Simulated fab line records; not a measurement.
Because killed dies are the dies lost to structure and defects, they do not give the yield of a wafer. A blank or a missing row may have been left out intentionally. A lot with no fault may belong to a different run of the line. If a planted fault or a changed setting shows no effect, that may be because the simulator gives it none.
fab line records	flow sky130
record: lots: 6	wafers: 18	last-day: 50
route steps=708 shown METAL4@599 CAP2M@603 PAD_OPEN@708
lots with no fault: from the same line, run without faults
start-h: the number of hours between the record's first day and the start of the first shown wafer of the lot	wait-h: how many hours have passed since the lot's step before this one	" the same as in the row above	L1.1+2: several wafers, shown together as one row	- no value present, or no start provided	* or withheld: withheld	< > ~ a bound
route shown NAME@n: names a module that has steps shown in the file, with the first one's number in the route	usual: mean/standard deviation taken from wafers without a fault	same: alike in all rows	chamber/n: place in a boat	sites: readings site by site	_std_site: the values' standard deviation	_edge_site: the outer-site mean with the inner-site mean subtracted	radius-mm: for every site, how far away it sits from the centre of the wafer	mask NAME#n: copy n	behind: tool/chamber where the wafer was last shaped	hold: why the lot was held/for how many hours/how that ended	device: which transistor (n, p or np) failed to switch	end of line: the route-end tests of the same wafers	a step with no rows: only its recipe	killed: count of dies lost to structure and defects at first sort (not the wafer's yield)	map: a wafer's dies, marking killed ones x, the rest . and places with no die _
set.NAME: the run value of the setting; set.NAME@STEP: its run value at that earlier step	model.NAME: the simulator's own value behind a step, which no gauge read
lots seen at some steps along the route; tables by step, rows by wafer
services: a tool's chamber out of use, with start hour (start-h, from the record's first day; less than 0 if before it), hours out, and reason
== steps ==
step: SKY_METAL4_SPUTTER_01
recipe: material: TiN	target-thk-nm: 20	power-w: 6500	time-s: 16.7	chamber-pressure-pa: 0.4
usual: throttle-valve-pct: 29.6/0.92
lot.wafer	tool	chamber	start-h	wait-h	throttle-valve-pct
L813.1	pvd-sputter-04	-	979.17	0.0	30.7
L813.3	"	-	"	"	29.7
L813.5	"	-	"	"	30.9
L814.2	pvd-sputter-03	-	995.10	0.0	29.0
L814.3	"	-	"	"	31.2
L814.4	"	-	"	"	31.0
L819.1	pvd-sputter-02	-	1023.68	0.0	29.3
L819.5	"	-	"	"	30.4
L819.6	"	-	"	"	29.1
L820.2	pvd-sputter-03	-	1024.68	0.0	28.9
L820.3	"	-	"	"	30.0
L820.6	"	-	"	"	30.1
L825.3	pvd-sputter-04	-	1072.08	0.0	29.5
L825.4	"	-	"	"	28.8
L825.6	"	-	"	"	29.4
L826.1	pvd-sputter-02	-	1072.38	0.0	29.0
L826.2	"	-	"	"	30.5
L826.6	"	-	"	"	28.0
step: SKY_METAL4_SPUTTER_02
recipe: material: AlCu	target-thk-nm: 735	power-w: 10600	time-s: 39.1	chamber-pressure-pa: 0.4
usual: throttle-valve-pct: 29.6/0.93
lot.wafer	tool	chamber	start-h	wait-h	throttle-valve-pct
L813.1	pvd-sputter-04	-	979.20	0.0	30.9
L813.3	"	-	"	"	29.9
L813.5	"	-	"	"	30.8
L814.2	pvd-sputter-03	-	995.13	0.0	28.9
L814.3	"	-	"	"	31.1
L814.4	"	-	"	"	31.3
L819.1	pvd-sputter-02	-	1023.70	0.0	29.7
L819.5	"	-	"	"	30.4
L819.6	"	-	"	"	29.4
L820.2	pvd-sputter-03	-	1024.71	0.0	28.9
L820.3	"	-	"	"	29.8
L820.6	"	-	"	"	30.1
L825.3	pvd-sputter-04	-	1072.11	0.0	29.5
L825.4	"	-	"	"	28.5
L825.6	"	-	"	"	29.7
L826.1	pvd-sputter-02	-	1072.41	0.0	29.0
L826.2	"	-	"	"	30.4
L826.6	"	-	"	"	28.2
step: SKY_METAL4_SPUTTER_03
recipe: material: Ti	target-thk-nm: 5	power-w: 3000	time-s: 3.3	chamber-pressure-pa: 0.4
usual: throttle-valve-pct: 29.6/0.93
lot.wafer	tool	chamber	start-h	wait-h	throttle-valve-pct
L813.1	pvd-sputter-04	-	979.24	0.0	30.9
L813.3	"	-	"	"	29.6
L813.5	"	-	"	"	30.7
L814.2	pvd-sputter-03	-	995.16	0.0	28.8
L814.3	"	-	"	"	31.3
L814.4	"	-	"	"	31.2
L819.1	pvd-sputter-02	-	1023.74	0.0	29.6
L819.5	"	-	"	"	30.3
L819.6	"	-	"	"	29.1
L820.2	pvd-sputter-03	-	1024.75	0.0	28.9
L820.3	"	-	"	"	30.0
L820.6	"	-	"	"	30.0
L825.3	pvd-sputter-04	-	1072.15	0.0	29.5
L825.4	"	-	"	"	29.0
L825.6	"	-	"	"	29.2
L826.1	pvd-sputter-02	-	1072.45	0.0	29.0
L826.2	"	-	"	"	30.4
L826.6	"	-	"	"	28.2
step: SKY_METAL4_SPUTTER_04
recipe: material: TiN	target-thk-nm: 70	power-w: 6500	time-s: 58.3	chamber-pressure-pa: 0.4
usual: throttle-valve-pct: 29.6/0.88
lot.wafer	tool	chamber	start-h	wait-h	throttle-valve-pct
L813.1	pvd-sputter-04	-	979.26	0.0	30.9
L813.3	"	-	"	"	29.7
L813.5	"	-	"	"	30.8
L814.2	pvd-sputter-03	-	995.18	0.0	29.1
L814.3	"	-	"	"	30.9
L814.4	"	-	"	"	31.0
L819.1	pvd-sputter-02	-	1023.76	0.0	29.5
L819.5	"	-	"	"	30.4
L819.6	"	-	"	"	29.1
L820.2	pvd-sputter-03	-	1024.76	0.0	28.9
L820.3	"	-	"	"	30.0
L820.6	"	-	"	"	30.1
L825.3	pvd-sputter-04	-	1072.16	0.0	29.4
L825.4	"	-	"	"	28.7
L825.6	"	-	"	"	29.3
L826.1	pvd-sputter-02	-	1072.46	0.0	29.0
L826.2	"	-	"	"	30.1
L826.6	"	-	"	"	28.1
step: SKY_CAP2M_CVD_00
recipe: material: SiO2	target-thk-nm: 15.5	temp-c: 400	time-s: withheld	rf-w: 450
step: SKY_CAP2M_THK_MEAS_01
recipe: reads: SiO2_of_CAP2M_CVD_00
usual: CAP2M_CVD_00_THK: 15.45/0.24
lot.wafer	tool	chamber	start-h	wait-h	CAP2M_CVD_00_THK[nm]
L813.1	film-metro-02	-	979.33	-	15.36
L813.3	"	-	"	"	15.41
L813.5	"	-	"	"	15.26
L814.2	film-metro-02	-	995.26	-	15.27
L814.3	"	-	"	"	15.42
L814.4	"	-	"	"	15.42
L819.1	film-metro-02	-	1023.83	-	15.03
L819.5	"	-	"	"	15.27
L819.6	"	-	"	"	15.34
L820.2	film-metro-03	-	1024.86	-	15.54
L820.3	"	-	"	"	15.70
L820.6	"	-	"	"	15.97
L825.3	film-metro-02	-	1072.26	-	15.36
L825.4	"	-	"	"	15.86
L825.6	"	-	"	"	15.56
L826.1	film-metro-03	-	1072.54	-	15.27
L826.2	"	-	"	"	15.54
L826.6	"	-	"	"	15.71
step: SKY_CAP2M_SPUTTER_02
recipe: material: TiN	target-thk-nm: 200	temp-c: 300	power-w: 6500	time-s: 166.7	chamber-pressure-pa: 0.4
usual: throttle-valve-pct: 29.7/0.74
lot.wafer	tool	chamber	start-h	wait-h	throttle-valve-pct
L813.1	pvd-sputter-02	-	979.39	0.1	29.2
L813.3	"	-	"	"	29.7
L813.5	"	-	"	"	29.6
L814.2	pvd-sputter-04	-	995.31	0.0	29.5
L814.3	"	-	"	"	30.8
L814.4	"	-	"	"	28.7
L819.1	pvd-sputter-04	-	1023.89	0.1	29.7
L819.5	"	-	"	"	29.8
L819.6	"	-	"	"	29.7
L820.2	pvd-sputter-01	-	1024.91	0.0	30.7
L820.3	"	-	"	"	30.2
L820.6	"	-	"	"	29.0
L825.3	pvd-sputter-01	-	1072.30	0.0	29.4
L825.4	"	-	"	"	28.8
L825.6	"	-	"	"	30.1
L826.1	pvd-sputter-04	-	1072.60	0.1	29.7
L826.2	"	-	"	"	29.5
L826.6	"	-	"	"	29.8
step: SKY_CAP2M_RS_MEAS_03
recipe: thk-meas-gauge: four-point-probe	reads: TiN_of_CAP2M_SPUTTER_02
usual: CAP2M_TIN_RS: 6.89/0.096
lot.wafer	tool	chamber	start-h	wait-h	CAP2M_TIN_RS[ohm/sq]
L813.1	film-metro-01	-	979.50	0.1	6.73
L813.3	"	-	"	"	6.77
L813.5	"	-	"	"	6.80
L814.2	film-metro-02	-	995.44	0.1	7.11
L814.3	"	-	"	"	7.01
L814.4	"	-	"	"	6.97
L819.1	film-metro-02	-	1024.00	0.1	6.86
L819.5	"	-	"	"	6.85
L819.6	"	-	"	"	6.96
L820.2	film-metro-02	-	1025.03	0.1	6.85
L820.3	"	-	"	"	6.83
L820.6	"	-	"	"	6.95
L825.3	film-metro-02	-	1072.44	0.1	6.92
L825.4	"	-	"	"	6.93
L825.6	"	-	"	"	6.96
L826.1	film-metro-02	-	1072.70	0.1	6.99
L826.2	"	-	"	"	7.02
L826.6	"	-	"	"	6.91
step: SKY_CAP2M_THK_MEAS_04
recipe: thk-meas-gauge: xrf	reads: TiN_of_CAP2M_SPUTTER_02
usual: CAP2M_TIN_THK: 202.0/2.7
lot.wafer	tool	chamber	start-h	wait-h	CAP2M_TIN_THK[nm]
L813.1	film-metro-01	-	979.62	0.1	205.5
L813.3	"	-	"	"	203.0
L813.5	"	-	"	"	203.5
L814.2	film-metro-02	-	995.55	0.1	196.9
L814.3	"	-	"	"	199.7
L814.4	"	-	"	"	200.4
L819.1	film-metro-02	-	1024.12	0.1	203.4
L819.5	"	-	"	"	204.3
L819.6	"	-	"	"	201.2
L820.2	film-metro-02	-	1025.14	0.1	204.0
L820.3	"	-	"	"	204.5
L820.6	"	-	"	"	202.1
L825.3	film-metro-02	-	1072.54	0.1	200.7
L825.4	"	-	"	"	200.7
L825.6	"	-	"	"	200.0
L826.1	film-metro-02	-	1072.82	0.1	199.5
L826.2	"	-	"	"	198.0
L826.6	"	-	"	"	201.2
step: SKY_CAP2M_DEHYDRATE_05
recipe: temp-c: 200	time-s: 60
step: SKY_CAP2M_HMDS_06
recipe: prime-time-s: 60	prime-temp-c: 120
step: SKY_CAP2M_COAT_07
recipe: resist: NOVOLAK	spin-rpm: 3000	resist-thk-nm: 1140
step: SKY_CAP2M_SOFTBAKE_08
recipe: temp-c: 90	time-s: 60	resist: NOVOLAK
usual: heater-power-total-W: 56.60/0.042	plate-temp-C: 90.00/0.13
lot.wafer	tool	chamber	start-h	wait-h	heater-power-total-W	plate-temp-C	model.NOVOLAK_of_CAP2M_COAT_07.thk-nm
L813.1	litho-track-04	0	991.81	0.1	56.68	89.94	1134
L813.3	"	0	"	"	56.57	90.18	1136
L813.5	"	0	"	"	56.57	90.17	1132
L814.2	litho-track-02	0	1006.31	0.1	56.60	90.16	1138
L814.3	"	0	"	"	56.57	90.08	1138
L814.4	"	0	"	"	56.63	90.16	1137
L819.1	litho-track-03	0	1034.72	0.1	56.61	90.08	1136
L819.5	"	0	"	"	56.60	90.03	1136
L819.6	"	0	"	"	56.58	90.02	1138
L820.2	litho-track-04	0	1035.64	0.1	56.58	90.00	1145
L820.3	"	0	"	"	56.61	89.98	1142
L820.6	"	0	"	"	56.64	90.08	1140
L825.3	litho-track-04	0	1082.76	0.1	59.74	93.14	1126
L825.4	"	0	"	"	59.66	93.38	1130
L825.6	"	0	"	"	59.62	93.46	1127
L826.1	litho-track-04	0	1083.31	0.1	59.61	93.55	1128
L826.2	"	0	"	"	59.70	93.43	1128
L826.6	"	0	"	"	59.63	93.71	1127
step: SKY_CAP2M_EXPOSE_09
recipe: mask-id: CAP2M	na: 0.6	source-shape: conventional	sigma-outer: 0.6	polarization: unpolarized	target-cd-nm: 1000	dose-mj: 159
step: SKY_CAP2M_PEB_10
recipe: temp-c: withheld	time-s: *	resist: NOVOLAK
step: SKY_CAP2M_DEVELOP_11
recipe: resist: NOVOLAK	developer: TMAH	develop-time-s: 60	dev-temp-c: 23
step: SKY_CAP2M_OVL_MEAS_12
usual: CAP2M_OVL: 0.6/1.7
lot.wafer	tool	chamber	start-h	wait-h	CAP2M_OVL[nm]
L813.1	overlay-01	-	1003.41	0.1	-1.9
L813.3	"	-	"	"	0.7
L813.5	"	-	"	"	-0.4
L814.2	overlay-01	-	1018.37	0.1	-2.4
L814.3	"	-	"	"	-1.1
L814.4	"	-	"	"	-1.5
L819.1	overlay-01	-	1045.96	0.1	2.0
L819.5	"	-	"	"	0.7
L819.6	"	-	"	"	2.8
L820.2	overlay-02	-	1046.67	0.1	2.8
L820.3	"	-	"	"	0.6
L820.6	"	-	"	"	3.1
L825.3	overlay-01	-	1093.05	0.1	0.8
L825.4	"	-	"	"	-1.1
L825.6	"	-	"	"	1.4
L826.1	overlay-01	-	1093.34	0.1	1.1
L826.2	"	-	"	"	1.7
L826.6	"	-	"	"	0.5
step: SKY_CAP2M_METAL_ETCH_13
recipe: target-depth-nm: 220	stop-on: SiO2	chemistry: Cl2/BCl3	target: TiN	pressure-mtorr: 10	icp-w: 900	bias-w: 48.5	Cl2_flow_sccm: 60	bcl3-flow-sccm: 30	time-s: 62.9
usual: chamber-pressure-mTorr: 10.000/0.0095	drypump-motor-current-A: 5.8/0.49	oes-product-au: 0.943/0.0088	throttle-valve-pct: 21.901/0.011
lot.wafer	tool	chamber	start-h	wait-h	chamber-pressure-mTorr	drypump-motor-current-A	oes-product-au	rf-hours-counter-h	throttle-valve-pct	model.NOVOLAK_of_CAP2M_COAT_07.thk-nm
L813.1	rie-metal-03	1	1003.45	0.0	9.973	5.0	0.958	11	21.896	988.7
L813.3	"	1	"	"	10.010	5.0	0.953	-	21.900	991.1
L813.5	"	1	"	"	9.993	5.0	0.952	-	21.907	986
L814.2	rie-metal-02	0	1018.40	0.0	9.999	6.2	0.933	17	21.913	989.1
L814.3	"	1	"	"	10.006	6.3	0.932	-	21.900	992
L814.4	"	0	"	"	10.002	6.2	0.942	-	21.894	987.5
L819.1	rie-metal-02	1	1046.00	0.0	9.986	6.3	0.949	16	21.914	992.5
L819.5	"	1	"	"	10.011	6.3	0.947	-	21.888	991.4
L819.6	"	1	"	"	10.002	6.3	0.936	-	21.882	993.2
L820.2	rie-metal-03	1	1046.70	0.0	10.023	5.0	0.949	14	21.887	998.6
L820.3	"	0	"	"	9.994	5.7	0.955	-	21.899	996.3
L820.6	"	1	"	"	9.998	5.0	0.941	-	21.911	994.4
L825.3	rie-metal-04	1	1093.10	0.0	10.000	6.1	0.940	-	21.905	981.7
L825.4	"	0	"	"	10.000	6.2	0.936	-	21.900	982.6
L825.6	"	0	"	"	10.002	6.1	0.938	-	21.915	981.6
L826.1	rie-metal-02	1	1093.37	0.0	9.997	6.4	0.937	20	21.893	983.7
L826.2	"	0	"	"	10.002	6.2	0.935	22	21.905	979
L826.6	"	1	"	"	9.999	6.3	0.935	-	21.913	981.8
step: SKY_CAP2M_STRIP_14
recipe: chemistry: O2/N2	power-w: 1400	pressure-mtorr: 1500	platen-temp-c: withheld	o2-flow-sccm: 3000	n2-flow-sccm: 300	overash-fraction: 0.5
usual: chamber-pressure-mTorr: 1500.0/1.5	drypump-motor-current-A: 5.70/0.29	o2-flow-sccm: 3000/9.1	oes-product-au: 0.710/0.0046	strip-time-to-endpoint-s: 12.65/0.039
lot.wafer	tool	chamber	start-h	wait-h	chamber-pressure-mTorr	drypump-motor-current-A	o2-flow-sccm	oes-product-au	rf-hours-counter-h	strip-time-to-endpoint-s
L813.1	plasma-asher-03	0	1003.61	0.1	1500.1	5.52	3009	0.709	121	12.61
L813.3	"	0	"	"	1497.5	5.53	3009	0.711	-	12.63
L813.5	"	1	"	"	1499.0	5.91	3005	0.707	-	12.56
L814.2	plasma-asher-04	0	1018.48	0.1	1499.9	5.25	2996	0.711	59	12.61
L814.3	"	1	"	"	1501.2	5.97	2991	0.705	-	12.65
L814.4	"	0	"	"	1500.8	5.24	3020	0.707	-	12.61
L819.1	plasma-asher-04	0	1046.15	0.1	1501.1	5.24	3014	0.706	62	12.63
L819.5	"	0	"	"	1500.4	5.25	3003	0.711	-	12.63
L819.6	"	1	"	"	1499.9	6.00	2991	0.709	-	12.66
L820.2	plasma-asher-03	1	1046.78	0.1	1502.5	5.93	3002	0.708	125	12.71
L820.3	"	0	"	"	1499.4	5.53	2996	0.705	-	12.69
L820.6	"	1	"	"	1499.4	5.89	2989	0.713	-	12.67
L825.3	plasma-asher-04	0	1093.18	0.1	1498.4	5.27	2983	0.712	-	12.51
L825.4	"	1	"	"	1499.0	5.93	2998	0.710	-	12.55
L825.6	"	1	"	"	1497.4	5.96	3003	0.709	-	12.52
L826.1	plasma-asher-04	1	1093.45	0.1	1501.6	6.02	3003	0.708	67	12.56
L826.2	"	0	"	"	1500.7	5.25	3011	0.717	67	12.48
L826.6	"	1	"	"	1500.8	5.99	2996	0.711	-	12.52
step: SKY_CAP2M_STRIP_15
recipe: chemistry: post-etch-residue-remover	time-s: 1200	temp-c: 72.5
step: SKY_PAD_OPEN_PROBE_99
usual: defect-limited-yield: 82.5/2	killed_at_M0_to_M3: 42/6.6	killed_at_M4_up: 3.1/1.9	killed-at-contacts: 25/5.7	killed-at-front-end: 16/5	killed-at-other: 0.2/0.38	killed-dies: 86/9.6	killed-open: 47/7.2	killed-short: 39/6.2	sort_bin_3_pad_short: 0.9/0.44	sort_bin_5_function: 10.3/1.5	sort_bin_6_memory: 6.2/1.1	sort-n-pass: 406/9.6	sort-yield-pct: 82.5/2
same: gross-dies: 492	killed-at-back-side: 0	sort_bin_4_leakage[%]: 0	sort_bin_8_speed[%]: 0
lot.wafer	tool	chamber	start-h	wait-h	defect-limited-yield[%]	killed_at_M0_to_M3	killed_at_M4_up	killed-at-contacts	killed-at-front-end	killed-at-other	killed-dies	killed-open	killed-short	sort_bin_3_pad_short[%]	sort_bin_5_function[%]	sort_bin_6_memory[%]	sort-n-pass	sort-yield-pct[%]
L813.1	prober-02	-	1118.86	0.1	80.1	49	5	29	15	0	98	54	44	1.8	11.0	7.1	394	80.1
L813.3	prober-02	-	1118.96	0.2	82.9	42	2	26	14	0	84	42	42	1.6	10.0	5.5	408	82.9
L813.5	prober-02	-	1119.06	0.2	82.9	38	1	24	21	0	84	54	30	0.6	10.4	6.1	408	82.9
L819.1	prober-02	-	1152.69	0.1	82.9	40	3	32	9	0	84	52	32	1.0	10.2	5.9	408	82.9
L819.5	prober-02	-	1152.89	0.2	81.5	43	3	32	12	1	91	44	47	0.2	11.0	7.3	401	81.5
L819.6	prober-02	-	1152.94	0.2	79.3	45	3	28	26	0	102	60	42	1.8	14.0	4.9	390	79.3
L820.2	prober-01	-	1154.24	0.1	82.7	46	0	23	16	0	85	47	38	1.0	10.6	5.7	407	82.7
L820.3	prober-01	-	1154.29	0.2	84.1	32	1	27	18	0	78	38	40	0	10.0	5.9	414	84.1
L820.6	prober-01	-	1154.44	0.2	83.7	32	3	24	21	0	80	42	38	0.6	8.5	7.1	412	83.7
killed by level:class
L813.1 CONTACT:geometric-particle:open=12 VIA1:geometric-particle:open=12 VIA2:geometric-particle:open=9 LI_CONTACT:geometric-particle:open=7 CONTACT:geometric-particle:short=7 METAL2:geometric-particle:short=7 VIA1:geometric-particle:short=5 VIA3:geometric-particle:short=5
L813.3 VIA1:geometric-particle:open=9 LI_CONTACT:geometric-particle:open=7 VIA2:geometric-particle:open=7 FIELD_ISO:geometric-particle:short=6 CONTACT:geometric-particle:open=6 METAL1:geometric-particle:short=6 VIA1:geometric-particle:short=6 LOCAL_INTERCONNECT:geometric-particle:short=4
L813.5 CONTACT:geometric-particle:open=15 VIA1:geometric-particle:open=10 VIA3:geometric-particle:open=9 FIELD_ISO:geometric-particle:short=6 METAL2:geometric-particle:short=5 VIA2:geometric-particle:open=5 FIELD_ISO:geometric-particle:open=4 CONTACT:geometric-particle:short=4
L819.1 CONTACT:geometric-particle:open=18 VIA1:geometric-particle:open=16 LI_CONTACT:geometric-particle:open=5 METAL2:geometric-particle:short=4 VIA3:geometric-particle:short=4 VIA1:geometric-particle:short=3 CONTACT:geometric-particle:short=3 METAL1:geometric-particle:short=3
L819.5 VIA1:geometric-particle:open=11 CONTACT:geometric-particle:short=11 LOCAL_INTERCONNECT:geometric-particle:short=8 VIA2:geometric-particle:open=7 LI_CONTACT:geometric-particle:open=6 FIELD_ISO:geometric-particle:open=5 CONTACT:geometric-particle:open=5 METAL2:geometric-particle:short=5
L819.6 VIA1:geometric-particle:open=14 LI_CONTACT:geometric-particle:open=11 CONTACT:geometric-particle:open=10 FIELD_ISO:geometric-particle:short=8 POLY_GATE:geometric-particle:short=7 FIELD_ISO:geometric-particle:open=6 VIA1:geometric-particle:short=6 VIA2:geometric-particle:open=6
L820.2 CONTACT:geometric-particle:open=10 VIA1:geometric-particle:open=10 VIA2:geometric-particle:open=7 VIA3:geometric-particle:open=7 METAL1:geometric-particle:short=6 LI_CONTACT:geometric-particle:open=6 VIA1:geometric-particle:short=6 POLY_GATE:geometric-particle:short=5
L820.3 CONTACT:geometric-particle:open=8 LI_CONTACT:geometric-particle:open=7 VIA1:geometric-particle:short=6 CONTACT:geometric-particle:short=5 VIA1:geometric-particle:open=5 VIA3:geometric-particle:open=4 FIELD_ISO:geometric-particle:open=3 FIELD_ISO:geometric-particle:short=3
L820.6 LI_CONTACT:geometric-particle:open=9 VIA1:geometric-particle:open=9 CONTACT:geometric-particle:open=8 FIELD_ISO:geometric-particle:short=6 VIA1:geometric-particle:short=5 FIELD_ISO:geometric-particle:open=4 POLY_GATE:geometric-particle:short=4 VIA2:geometric-particle:short=4
== services ==
tool	chamber	start-h	hours	kind
pvd-sputter-03	0	958.13	-	consumable-replace:kit
pvd-sputter-03	0	958.13	18.0	scheduled-down
pvd-sputter-03	0	958.13	18.0	vent-cycle
rie-metal-03	-	960.31	2.8	pm
rie-metal-03	0	973.59	-	clean
rie-metal-03	0	973.59	30.0	scheduled-down
rie-metal-03	0	973.59	30.0	vent-cycle
pvd-sputter-02	-	997.40	1.4	repair
pvd-sputter-02	1	1001.78	-	consumable-replace:kit
pvd-sputter-02	1	1001.78	18.0	scheduled-down
pvd-sputter-02	1	1001.78	18.0	vent-cycle
plasma-asher-04	-	1014.64	2.5	repair
pvd-sputter-02	-	1024.00	2.0	repair
plasma-asher-03	-	1031.88	1.2	repair
rie-metal-02	0	1045.28	3.6	repair
plasma-asher-03	-	1055.25	9.0	pm
plasma-asher-03	0	1055.25	9.0	vent-cycle
plasma-asher-03	1	1055.25	9.0	vent-cycle
rie-metal-02	-	1055.55	0.4	repair
pvd-sputter-03	-	1058.94	89.3	repair
plasma-asher-03	0	1064.25	-	clean
pvd-sputter-04	2	1086.26	-	consumable-replace:kit
pvd-sputter-04	2	1086.26	18.0	scheduled-down
pvd-sputter-04	2	1086.26	18.0	vent-cycle
== key ==
first-sign: step: SKY_CAP2M_SOFTBAKE_08	reading: heater-power-total-W	direction: up	sigmas: 72	usual: *	struck: *
effect: step: SKY_CAP2M_SOFTBAKE_08	reading: plate-temp-C	direction: up	sigmas: 27	usual: *	struck: *
effect: step: SKY_CAP2M_STRIP_14	reading: strip-time-to-endpoint-s	direction: down	sigmas: 3.3	usual: *	struck: *
model-effect: step: SKY_CAP2M_SOFTBAKE_08	value: NOVOLAK_of_CAP2M_COAT_07.thk-nm	without: 1138	struck: 1128
model-effect: step: SKY_CAP2M_METAL_ETCH_13	value: NOVOLAK_of_CAP2M_COAT_07.thk-nm	without: 992.2	struck: 981.7
met-at SKY_CAP2M_SOFTBAKE_08
struck-wafers L825.3,L825.4,L825.6,L826.1,L826.2,L826.6
onset-between 1035.64 1082.76
fault: kind: process-parameter-drift	tool: litho-track-04	chamber: -	onset-h: 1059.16	steps: SKY_CAP2M_SOFTBAKE_08	channel: temp-c	offset: *	shape: step	end-h: 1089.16	acts-in: *	stated: *
